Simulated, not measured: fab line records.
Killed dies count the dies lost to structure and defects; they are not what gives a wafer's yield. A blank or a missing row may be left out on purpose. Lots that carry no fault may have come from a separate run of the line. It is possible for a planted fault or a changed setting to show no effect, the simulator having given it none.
Which tool did it? :: flow gf180mcu :: 42 wafers from 14 lots sampled at 5 of the route's 602 steps

## WHAT EACH GAUGE READ, for each wafer
GF_PSD_CD_MEAS_07: target cd 400 nm.
lot: L954
measured: day 14 19:32
on: cd_sem-02
cd_nm (nm): 397.5 398.1 398.3

lot: L956
measured: day 15 02:07
on: cd_sem-01
cd_nm (nm): 400.3 398.8 396.0

lot: L957
measured: day 15 10:31
on: cd_sem-02
cd_nm (nm): 399.9 400.2 399.6

lot: L960
measured: day 16 03:58
on: cd_sem-02
cd_nm (nm): 397.3 416.9 399.2

lot: L961
measured: day 16 14:22
on: cd_sem-02
cd_nm (nm): 401.6 415.8 401.0

lot: L968
measured: day 19 05:14
on: cd_sem-02
cd_nm (nm): 399.3 400.6 399.8

lot: L969
measured: day 19 14:23
on: cd_sem-02
cd_nm (nm): 400.7 400.4 401.1

lot: L970
measured: day 19 21:15
on: cd_sem-02
cd_nm (nm): 401.3 401.2 400.9

lot: L971
measured: day 20 22:34
on: cd_sem-01
cd_nm (nm): 399.0 401.7 399.6

lot: L972
measured: day 21 09:27
on: cd_sem-01
cd_nm (nm): 398.0 398.1 397.5

lot: L973
measured: day 21 10:06
on: cd_sem-02
cd_nm (nm): 401.0 402.4 402.7

lot: L975
measured: day 21 23:18
on: cd_sem-01
cd_nm (nm): 400.4 399.5 401.5

lot: L976
measured: day 22 13:39
on: cd_sem-02
cd_nm (nm): 398.4 400.2 396.5

lot: L977
measured: day 22 19:13
on: cd_sem-01
cd_nm (nm): 397.7 396.0 399.3

GF_CONTACT_CD_MEAS_14: target cd 220 nm.
lot: L954
measured: day 16 16:20
on: cd_sem-01
cd_nm (nm): 219.4 219.5 219.4

lot: L956
measured: day 17 00:00
on: cd_sem-01
cd_nm (nm): 218.7 218.5 219.2

lot: L957
measured: day 17 08:27
on: cd_sem-01
cd_nm (nm): 219.1 218.4 218.5

lot: L960
measured: day 18 03:48
on: cd_sem-02
cd_nm (nm): 220.3 220.3 220.4

lot: L961
measured: day 18 14:11
on: cd_sem-02
cd_nm (nm): 216.3 216.5 218.1

lot: L968
measured: day 21 07:30
on: cd_sem-02
cd_nm (nm): 219.7 219.7 220.2

lot: L969
measured: day 21 15:38
on: cd_sem-01
cd_nm (nm): 221.4 220.5 220.4

lot: L970
measured: day 21 23:35
on: cd_sem-02
cd_nm (nm): 219.3 219.0 220.0

lot: L971
measured: day 22 23:41
on: cd_sem-01
cd_nm (nm): 219.9 220.1 220.5

lot: L972
measured: day 23 10:09
on: cd_sem-01
cd_nm (nm): 220.8 220.9 220.2

lot: L973
measured: day 23 10:30
on: cd_sem-01
cd_nm (nm): 220.1 220.2 218.8

lot: L975
measured: day 23 22:36
on: cd_sem-02
cd_nm (nm): 219.4 219.4 219.2

lot: L976
measured: day 24 12:05
on: cd_sem-01
cd_nm (nm): 220.3 220.7 219.3

lot: L977
measured: day 24 17:53
on: cd_sem-02
cd_nm (nm): 220.0 218.4 219.3

GF_M1_OVL_MEAS_15.
lot: L954
measured: day 17 16:16
on: overlay-02
M1_OVL (nm): -6 1 8

lot: L956
measured: day 18 00:19
on: overlay-01
M1_OVL (nm): -12 -4 -6

lot: L957
measured: day 18 08:40
on: overlay-01
M1_OVL (nm): 2 0 -5

lot: L960
measured: day 19 04:04
on: overlay-02
M1_OVL (nm): -7 1 -11

lot: L961
measured: day 19 15:27
on: overlay-02
M1_OVL (nm): -11 5 -10

lot: L968
measured: day 22 09:00
on: overlay-02
M1_OVL (nm): -5 -7 -1

lot: L969
measured: day 22 16:07
on: overlay-01
M1_OVL (nm): -4 -15 2

lot: L970
measured: day 23 00:07
on: overlay-02
M1_OVL (nm): -2 -1 2

lot: L971
measured: day 24 00:16
on: overlay-02
M1_OVL (nm): -7 -3 -6

lot: L972
measured: day 24 10:31
on: overlay-01
M1_OVL (nm): -1 -5 2

lot: L973
measured: day 24 10:33
on: overlay-02
M1_OVL (nm): -8 -1 5

lot: L975
measured: day 24 21:52
on: overlay-02
M1_OVL (nm): -6 0 -6

lot: L976
measured: day 25 10:42
on: overlay-02
M1_OVL (nm): 4 1 3

lot: L977
measured: day 25 17:27
on: overlay-02
M1_OVL (nm): -3 1 -2

## EACH LOT AND THE TOOL THAT RAN IT (in order: tool; ch and the chambers of the sampled wafers; start)
lot: L954
GF_PSD_DEVELOP_06: litho_track-03 ch 0, day 14 19:23
GF_SALICIDE_RTA_08: rtp_anneal-02 ch 0, day 15 18:15

lot: L956
GF_PSD_DEVELOP_06: litho_track-02 ch 0, day 15 01:58
GF_SALICIDE_RTA_08: rtp_anneal-01 ch 0, day 16 01:04

lot: L957
GF_PSD_DEVELOP_06: litho_track-02 ch 0, day 15 10:22
GF_SALICIDE_RTA_08: rtp_anneal-02 ch 0, day 16 09:43

lot: L960
GF_PSD_DEVELOP_06: litho_track-02 ch 0, day 16 03:49
GF_SALICIDE_RTA_08: rtp_anneal-02 ch 0, day 17 04:27

lot: L961
GF_PSD_DEVELOP_06: litho_track-02 ch 0, day 16 14:13
GF_SALICIDE_RTA_08: rtp_anneal-01 ch 0, day 17 14:52

lot: L968
GF_PSD_DEVELOP_06: litho_track-01 ch 0, day 19 05:05
GF_SALICIDE_RTA_08: rtp_anneal-02 ch 0, day 20 06:31

lot: L969
GF_PSD_DEVELOP_06: litho_track-01 ch 0, day 19 14:16
GF_SALICIDE_RTA_08: rtp_anneal-01 ch 0, day 20 15:16

lot: L970
GF_PSD_DEVELOP_06: litho_track-02 ch 0, day 19 21:06
GF_SALICIDE_RTA_08: rtp_anneal-01 ch 0, day 20 23:14

lot: L971
GF_PSD_DEVELOP_06: litho_track-01 ch 0, day 20 22:26
GF_SALICIDE_RTA_08: rtp_anneal-02 ch 0, day 22 00:02

lot: L972
GF_PSD_DEVELOP_06: litho_track-02 ch 0, day 21 09:18
GF_SALICIDE_RTA_08: rtp_anneal-01 ch 0, day 22 10:44

lot: L973
GF_PSD_DEVELOP_06: litho_track-02 ch 0, day 21 09:57
GF_SALICIDE_RTA_08: rtp_anneal-01 ch 0, day 22 11:04

lot: L975
GF_PSD_DEVELOP_06: litho_track-03 ch 0, day 21 23:09
GF_SALICIDE_RTA_08: rtp_anneal-02 ch 0, day 22 23:43

lot: L976
GF_PSD_DEVELOP_06: litho_track-02 ch 0, day 22 13:30
GF_SALICIDE_RTA_08: rtp_anneal-02 ch 0, day 23 13:33

lot: L977
GF_PSD_DEVELOP_06: litho_track-03 ch 0, day 22 18:56
GF_SALICIDE_RTA_08: rtp_anneal-01 ch 0, day 23 19:31
- GF_PSD_DEVELOP_06: develop time 60 s.
- GF_SALICIDE_RTA_08: time 30 s.

## AS READ BY THE TOOLS THEMSELVES (means over the sampled wafers that have a number; for cases with no such wafer, the mark the record gives instead)
GF_SALICIDE_RTA_08.
lot: L954
tool: rtp_anneal-02
lamp_power_pct (%): 18.6
wafer_temp_C_max: 802.9

lot: L956
tool: rtp_anneal-01
lamp_power_pct (%): 20.9
wafer_temp_C_max: 803.2

lot: L957
tool: rtp_anneal-02
lamp_power_pct (%): 18.6
wafer_temp_C_max: 802.9

lot: L960
tool: rtp_anneal-02
lamp_power_pct (%): 18.6
wafer_temp_C_max: 803.2

lot: L961
tool: rtp_anneal-01
lamp_power_pct (%): 20.9
wafer_temp_C_max: 802.6

lot: L968
tool: rtp_anneal-02
lamp_power_pct (%): 18.6
wafer_temp_C_max: 804.0

lot: L969
tool: rtp_anneal-01
lamp_power_pct (%): 20.9
wafer_temp_C_max: 802.6

lot: L970
tool: rtp_anneal-01
lamp_power_pct (%): 20.9
wafer_temp_C_max: 803.2

lot: L971
tool: rtp_anneal-02
lamp_power_pct (%): 18.6
wafer_temp_C_max: 803.7

lot: L972
tool: rtp_anneal-01
lamp_power_pct (%): 20.9
wafer_temp_C_max: 802.8

lot: L973
tool: rtp_anneal-01
lamp_power_pct (%): 20.9
wafer_temp_C_max: 802.9

lot: L975
tool: rtp_anneal-02
lamp_power_pct (%): 18.6
wafer_temp_C_max: 803.4

lot: L976
tool: rtp_anneal-02
lamp_power_pct (%): 18.6
wafer_temp_C_max: 803.2

lot: L977
tool: rtp_anneal-01
lamp_power_pct (%): 20.9
wafer_temp_C_max: 803.3

## THE ANSWER, worked out from the rows above alone
Rule: the lots themselves supply what counts as usual. Put in order of their means at a reading, lots are off if they are a third of the lots or fewer, leave a main group of 4 or more, and stand apart from it by a gap of 3 or more times the standard deviation of the main group's means; of several such gaps the widest counts. If all means in a main group match to the digits the tables above print for the reading, that group is not used. Also off: a lot with no number at a reading for which 4 or more lots have one. All remaining lots with rows at the step are treated as sound. Order of review: gauges by route order, followed by the tools' own readings, for which a lot's mean as printed above is used. At the first step where some lot is off, the reading lying furthest off is the one used; lots without a number count as furthest.
None of the lots is off at any reading shown; this tells nothing.

## WHAT THE SIMULATOR HAD INSERTED
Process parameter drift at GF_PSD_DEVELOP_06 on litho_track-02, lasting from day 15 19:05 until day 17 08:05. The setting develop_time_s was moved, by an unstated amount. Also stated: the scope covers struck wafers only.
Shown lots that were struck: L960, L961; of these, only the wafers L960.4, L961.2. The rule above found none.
